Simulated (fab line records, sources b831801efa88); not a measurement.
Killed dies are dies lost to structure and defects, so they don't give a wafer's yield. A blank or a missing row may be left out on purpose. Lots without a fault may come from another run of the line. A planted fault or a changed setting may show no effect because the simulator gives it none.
fab line records | flow sky130
record lots=14 wafers=42 last_day=50
route steps=708 shown VT_ADJUST_NCORE@126 POLY_CUT@311 LI_CONTACT@378 PAD_OPEN@708
lots that met no fault: from a run of the same line without faults
start_h: hours from the record's first day to the start of the lot's first wafer shown | wait_h: hours since the lot's step before | " the same as in the row above | L1.1+2: a row that stands for several wafers | - no value, or no start given | * or withheld: withheld | < > ~ a bound
route shown NAME@n: a module of which the file shows steps, and the number in the route of the first | usual: mean/standard deviation of fault-free wafers | same: alike in all rows | chamber/n: place in a boat | sites: the reading at each site | _std_site: their standard deviation | _edge_site: outer sites' mean less inner sites' | radius_mm: how far each site lies from the wafer's centre | mask NAME#n: copy n | behind: the tool/chamber that last shaped the wafer | hold: why the lot was held/for how many hours/how that ended | device: the transistor (n, p or np) that didn't switch | end of line: the same wafers' tests at the end of the route | a step without rows: its recipe alone | killed: dies lost to structure and defects at the first sort, not the wafer's yield | map: a wafer's dies, x killed, . not, _ none there
set.NAME: the setting as run; set.NAME@STEP: as run at that earlier step | model.NAME: the simulator's own value behind a step, which no gauge read
steps of the route over a sample of lots; a table a step, a row a wafer
services: from which hour (start_h, from the record's first day; less than 0 if before it) a tool's chamber was out of use, for how many hours, and why
## steps
# step SKY_VT_ADJUST_NCORE_CD_MEAS_07
# recipe target_cd_nm=380
# usual cd_nm=379.3/2.6
# columns lot.wafer tool chamber start_h wait_h cd_nm
L804.3 cd_sem-02 - 212.93 0.1 384.4
L804.5 " - " " 384.2
L804.6 " - " " 384.0
L807.1 cd_sem-01 - 213.84 0.1 377.0
L807.3 " - " " 378.3
L807.4 " - " " 379.6
L803.1 cd_sem-01 - 214.95 0.1 383.4
L803.3 " - " " 383.7
L803.5 " - " " 381.4
L805.1 cd_sem-01 - 215.85 0.1 369.3
L805.4 " - " " 372.2
L805.5 " - " " 374.3
L812.3 cd_sem-02 - 253.38 0.1 376.5
L812.5 " - " " 375.9
L812.6 " - " " 377.0
L813.1 cd_sem-01 - 255.54 0.1 379.6
L813.2 " - " " 378.2
L813.4 " - " " 378.7
L815.1 cd_sem-02 - 268.49 0.1 376.4
L815.3 " - " " 375.9
L815.5 " - " " 379.1
L817.2 cd_sem-01 - 286.37 0.1 378.9
L817.3 " - " " 378.8
L817.6 " - " " 379.3
L818.1 cd_sem-02 - 292.59 0.1 379.9
L818.2 " - " " 379.4
L818.3 " - " " 380.3
L821.1 cd_sem-01 - 319.04 0.1 378.0
L821.4 " - " " 377.3
L821.6 " - " " 378.3
L822.1 cd_sem-02 - 325.90 0.1 375.2
L822.2 " - " " 378.0
L822.4 " - " " 376.3
L823.2 cd_sem-01 - 334.02 0.1 383.4
L823.3 " - " " 382.0
L823.4 " - " " 381.8
L825.1 cd_sem-02 - 346.60 0.1 379.0
L825.3 " - " " 380.0
L825.4 " - " " 379.5
L826.2 cd_sem-02 - 352.12 0.1 382.9
L826.3 " - " " 382.3
L826.6 " - " " 380.6
# step SKY_POLY_CUT_SOFTBAKE_04
# recipe temp_c=100 time_s=90 resist=KrF-thick
# usual run_length_s=119.20/0.28
# columns lot.wafer tool chamber start_h wait_h run_length_s
L804.3 litho_track-01 0 587 - 119.29
L804.5 " 0 " " 119.41
L804.6 " 0 " " 119.44
L807.1 litho_track-04 0 589 - 119.40
L807.3 " 0 " " 119.64
L807.4 " 0 " " 119.43
L805.1 litho_track-01 0 594 - 119.26
L805.4 " 0 " " 119.48
L805.5 " 0 " " 119.19
L803.1 litho_track-04 0 594 - 119.44
L803.3 " 0 " " 119.34
L803.5 " 0 " " 119.37
L812.3 litho_track-04 0 635 - 128.10
L812.5 " 0 " " 128.14
L812.6 " 0 " " 128.08
L813.1 litho_track-04 0 642 - 127.95
L813.2 " 0 " " 128.38
L813.4 " 0 643 - 127.98
L815.1 litho_track-03 0 653 - 118.74
L815.3 " 0 " " 118.86
L815.5 " 0 " " 118.77
L817.2 litho_track-01 0 667 - 119.24
L817.3 " 0 " " 119.27
L817.6 " 0 " " 119.39
L818.1 litho_track-03 0 676 - 118.84
L818.2 " 0 " " 118.94
L818.3 " 0 " " 118.76
L821.1 litho_track-03 0 702 - 118.75
L821.4 " 0 " " 118.74
L821.6 " 0 " " 118.74
L822.1 litho_track-03 0 709 - 118.77
L822.2 " 0 " " 118.81
L822.4 " 0 " " 119.02
L823.2 litho_track-01 0 722 - 119.45
L823.3 " 0 " " 119.48
L823.4 " 0 " " 119.29
L825.1 litho_track-03 0 729 - 118.92
L825.3 " 0 " " 118.80
L825.4 " 0 " " 118.95
L826.2 litho_track-03 0 738 - 119.05
L826.3 " 0 " " 118.87
L826.6 " 0 " " 119.07
# step SKY_LI_CONTACT_STRIP_16
# recipe chemistry=O2/N2 power_w=1400 pressure_mtorr=1500 platen_temp_c=withheld o2_flow_sccm=3000 n2_flow_sccm=300 overash_fraction=0.5
# usual drypump_motor_current_A=6.1/0.52 n2_flow_sccm=300.2/0.9 oes_product_au=0.376/0.0054 strip_time_to_endpoint_s=3.49/0.04
# columns lot.wafer tool chamber start_h wait_h drypump_motor_current_A n2_flow_sccm oes_product_au rf_hours_counter_h strip_time_to_endpoint_s
L804.3 plasma_asher-03 1 718.41 - 5.6 299.8 0.365 - 3.49
L804.5 " 1 " " 5.6 298.7 0.370 - 3.45
L804.6 " 0 " " 5.5 299.6 0.358 - 3.42
L807.1 plasma_asher-04 1 719.45 - 6.8 299.7 0.373 100 3.50
L807.3 " 0 " " 6.3 298.8 0.387 - 3.51
L807.4 " 1 " " 6.8 300.1 0.383 - 3.57
L805.1 plasma_asher-04 1 724.17 - 6.8 301.4 0.374 101 3.51
L805.4 " 0 " " 6.3 298.8 0.375 - 3.47
L805.5 " 0 " " 6.3 300.5 0.380 - 3.53
L803.1 plasma_asher-04 1 724.79 - 6.8 301.0 0.383 101 3.57
L803.3 " 0 " " 6.3 300.5 0.368 - 3.53
L803.5 " 1 " " 6.8 301.7 0.380 - 3.54
L812.3 plasma_asher-03 1 762.32 - 5.6 301.4 0.374 - 3.48
L812.5 " 0 " " 5.5 298.4 0.373 - 3.49
L812.6 " 1 " " 5.6 301.3 0.373 - 3.46
L813.1 plasma_asher-04 1 769.91 - 6.8 300.3 0.377 3 3.44
L813.2 " 0 " " 6.3 303.5 0.373 3 3.51
L813.4 " 0 " " 6.3 302.5 0.383 - 3.49
L815.1 plasma_asher-04 0 781.95 - 6.3 299.2 0.374 4 3.50
L815.3 " 0 " " 6.3 299.9 0.369 - 3.48
L815.5 " 0 " " 6.3 300.1 0.375 - 3.49
L817.2 plasma_asher-04 1 791.87 - 6.8 300.1 0.369 5 3.49
L817.3 " 0 " " 6.3 299.7 0.378 - 3.55
L817.6 " 1 " " 6.8 301.6 0.370 - 3.53
L818.1 plasma_asher-03 1 802.17 - 5.6 301.3 0.374 97 3.49
L818.2 " 0 " " 5.5 300.7 0.377 97 3.49
L818.3 " 1 " " 5.6 301.3 0.368 - 3.54
L821.1 plasma_asher-02 0 825.14 - 5.4 300.9 0.372 70 3.51
L821.4 " 1 " " 6.1 300.9 0.375 - 3.47
L821.6 " 1 " " 6.1 299.8 0.378 - 3.51
L822.1 plasma_asher-02 1 831.97 - 6.0 300.4 0.370 71 3.44
L822.2 " 0 " " 5.4 299.9 0.380 71 3.49
L822.4 " 0 " " 5.4 300.1 0.368 - 3.47
L823.2 plasma_asher-04 1 843.99 - 6.8 299.9 0.378 10 3.56
L823.3 " 0 " " 6.3 299.9 0.372 - 3.55
L823.4 " 1 " " 6.8 300.2 0.380 - 3.52
L825.1 plasma_asher-04 1 851.18 - 6.8 298.8 0.375 11 3.55
L825.3 " 0 " " 6.3 298.7 0.381 - 3.54
L825.4 " 1 " " 6.8 299.9 0.375 - 3.54
L826.2 plasma_asher-02 0 860.27 - 5.5 300.1 0.368 74 3.54
L826.3 " 0 " " 5.4 299.9 0.375 - 3.52
L826.6 " 1 " " 6.0 299.1 0.381 - 3.59
# step SKY_LI_CONTACT_CVD_21
# recipe material=W target_thk_nm=400 time_s=120.56 temp_c=400 pressure_torr=40
# usual heater_power_w=844/42
# columns lot.wafer tool chamber start_h wait_h heater_power_w
L804.3 cvd_w-01 1 718.87 0.1 797
L804.5 " 0 " " 857
L804.6 " 1 " " 810
L807.1 cvd_w-02 1 719.88 0.0 770
L807.3 " 0 " " 902
L807.4 " 1 " " 784
L805.1 cvd_w-01 0 724.62 0.0 853
L805.4 " 0 " " 856
L805.5 " 0 " " 857
L803.1 cvd_w-01 0 725.23 0.0 883
L803.3 " 1 " " 823
L803.5 " 1 " " 821
L812.3 cvd_w-02 1 762.78 0.1 796
L812.5 " 0 " " 894
L812.6 " 1 " " 782
L813.1 cvd_w-01 0 770.35 0.0 878
L813.2 " 1 " " 821
L813.4 " 0 " " 900
L815.1 cvd_w-02 0 782.38 0.0 887
L815.3 " 1 " " 791
L815.5 " 0 " " 896
L817.2 cvd_w-02 1 792.30 0.0 813
L817.3 " 1 " " 797
L817.6 " 1 " " 777
L818.1 cvd_w-01 0 802.60 0.0 855
L818.2 " 1 " " 822
L818.3 " 0 " " 870
L821.1 cvd_w-02 0 825.59 0.0 901
L821.4 " 0 " " 876
L821.6 " 0 " " 892
L822.1 cvd_w-01 1 832.40 0.0 814
L822.2 " 1 " " 833
L822.4 " 1 " " 847
L823.2 cvd_w-01 0 844.42 0.0 868
L823.3 " 0 " " 867
L823.4 " 1 " " 800
L825.1 cvd_w-01 1 851.63 0.0 832
L825.3 " 0 " " 867
L825.4 " 1 " " 810
L826.2 cvd_w-01 0 860.72 0.0 857
L826.3 " 1 " " 819
L826.6 " 1 " " 824
# step SKY_PAD_OPEN_PROBE_99
# usual defect_limited_yield=82.2/1.9 killed_at_M0_to_M3=44/6.7 killed_at_M4_up=3.1/1.8 killed_at_contacts=24/5.1 killed_at_front_end=16/4.7 killed_at_other=0.3/0.59 killed_dies=88/9.6 killed_open=48/7.3 killed_short=39/6.5 sort_bin_3_pad_short=0.9/0.43 sort_bin_5_function=10.6/1.6 sort_bin_6_memory=6.3/1.1 sort_n_pass=404/9.6 sort_yield_pct=82.2/1.9
# same gross_dies=492 killed_at_back_side=0 sort_bin_4_leakage[%]=0 sort_bin_8_speed[%]=0
# columns lot.wafer tool chamber start_h wait_h defect_limited_yield[%] killed_at_M0_to_M3 killed_at_M4_up killed_at_contacts killed_at_front_end killed_at_other killed_dies killed_open killed_short sort_bin_3_pad_short[%] sort_bin_5_function[%] sort_bin_6_memory[%] sort_n_pass sort_yield_pct[%]
L825.1 prober-01 - 1198.51 0.1 83.1 45 2 18 18 0 83 53 29 0.2 9.6 7.1 409 83.1
L825.3 prober-01 - 1198.61 0.2 83.5 38 2 21 20 0 81 36 45 0.6 10.2 5.7 411 83.5
L825.4 prober-01 - 1198.66 0.2 85.6 40 2 18 11 0 71 37 33 1.2 8.5 4.7 421 85.6
# killed by level:class
L825.1 VIA1:geometric_particle:open=11 VIA2:geometric_particle:open=9 FIELD_ISO:geometric_particle:open=8 CONTACT:geometric_particle:open=6 METAL2:geometric_particle:short=5 POLY_GATE:geometric_particle:short=4 LI_CONTACT:geometric_particle:short=4 LI_CONTACT:geometric_particle:open=4
L825.3 POLY_GATE:geometric_particle:short=7 VIA3:geometric_particle:open=7 VIA1:geometric_particle:open=6 CONTACT:geometric_particle:open=6 METAL3:geometric_particle:short=6 LI_CONTACT:geometric_particle:open=5 METAL1:geometric_particle:short=5 FIELD_ISO:geometric_particle:short=4
L825.4 VIA1:geometric_particle:open=9 VIA3:geometric_particle:open=7 METAL2:geometric_particle:short=5 LI_CONTACT:geometric_particle:open=5 METAL1:geometric_particle:short=5 CONTACT:geometric_particle:open=4 LOCAL_INTERCONNECT:geometric_particle:short=4 FIELD_ISO:geometric_particle:open=3
## services
# columns tool chamber start_h hours kind
cvd_w-01 - 582.12 6.9 pm
litho_track-04 - 617.88 - consumable_replace:filter
plasma_asher-02 - 619.51 1.0 repair
cvd_w-01 - 701.44 6.0 pm
plasma_asher-03 - 710.60 2.8 repair
plasma_asher-04 - 733.75 9.0 pm
plasma_asher-04 0 733.75 9.0 vent_cycle
plasma_asher-04 1 733.75 9.0 vent_cycle
cvd_w-01 1 734.12 3.4 repair
plasma_asher-04 0 742.75 - clean
plasma_asher-04 1 742.75 - clean
cvd_w-02 - 776.29 1.0 repair
plasma_asher-02 - 795.95 7.0 repair
cvd_w-01 0 827.02 6.1 repair
## key
first_sign step=SKY_POLY_CUT_SOFTBAKE_04 reading=run_length_s direction=up sigmas=32 usual=* struck=*
effect none on later readings
met_at SKY_POLY_CUT_SOFTBAKE_04
struck_lots L812,L813
rows_end L812.3,L812.5,L812.6,L813.1,L813.2,L813.4
not_acting_at SKY_VT_ADJUST_NCORE_CD_MEAS_07,SKY_LI_CONTACT_STRIP_16,SKY_LI_CONTACT_CVD_21
onset_between 594 635
fault kind=process_parameter_drift tool=litho_track-04 chamber=- onset_h=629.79 steps=SKY_POLY_CUT_SOFTBAKE_04 channel=time_s offset=* shape=step end_h=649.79 acts_in=* stated=*
# rows_end: these wafers met a further fault down the route, and their rows from its step on are left out
